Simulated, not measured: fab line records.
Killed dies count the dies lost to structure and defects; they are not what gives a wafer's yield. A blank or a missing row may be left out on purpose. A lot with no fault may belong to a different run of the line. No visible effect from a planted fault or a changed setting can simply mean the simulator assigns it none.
Chamber matching + flow sfqLine + SFQ_TRILAYER_I0_VIA_ETCH_VIA_ETCH_034 on rieDiel-02 has 4 sister chambers
The step etches SiO2 in CHF3, stops on Nb, target depth 260 nm. 4 wafers are shown with their chamber, then 7 later ones without.

EACH WAFER AND ITS CHAMBER
| wafer  | chamber | drypumpMotorCurrentA (A) |
|--------|---------|--------------------------|
| L665.4 | 3       | 5.9                      |
| L667.3 | 0       | 5.6                      |
| L668.2 | 2       | 5.9                      |
| L668.3 | 1       | 6.1                      |

WAFERS WITHOUT THEIR CHAMBER
| wafer  | drypumpMotorCurrentA (A) |
|--------|--------------------------|
| L668.4 | 5.8                      |
| L671.2 | 5.8                      |
| L671.5 | 6.1                      |
| L671.6 | 5.9                      |
| L676.1 | 5.8                      |
| L676.2 | 6.1                      |
| L676.5 | 5.9                      |

THE CHAMBER EACH PASSED THROUGH
| wafer  | from the rows above          | in truth |
|--------|------------------------------|----------|
| L668.4 | can't be placed: 2 or 3 or 0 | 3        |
| L671.2 | can't be placed: 2 or 3 or 0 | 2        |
| L671.5 | 1                            | 1        |
| L671.6 | can't be placed: 2 or 3      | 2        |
| L676.1 | can't be placed: 2 or 3 or 0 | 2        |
| L676.2 | 1                            | 1        |
| L676.5 | can't be placed: 2 or 3      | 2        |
Correctly placed: 2 of 7. These rows do not allow placing 5 (true chamber among the candidates in 5). 0 placed wrongly.
How it was worked out, from the rows above alone: a wafer's distance from a chamber is the root of the sum, over the readings, of the square of ((its reading less the chamber's mean) divided by the reading's scatter). The wafer belongs to the nearest chamber; if the next one is less than 2 further off, it can't be placed. For every chamber, the mean is computed from those of its wafers that are shown. The scatter: root of mean squared gap, hidden wafer to nearest shown wafer, with one shown wafer a chamber.
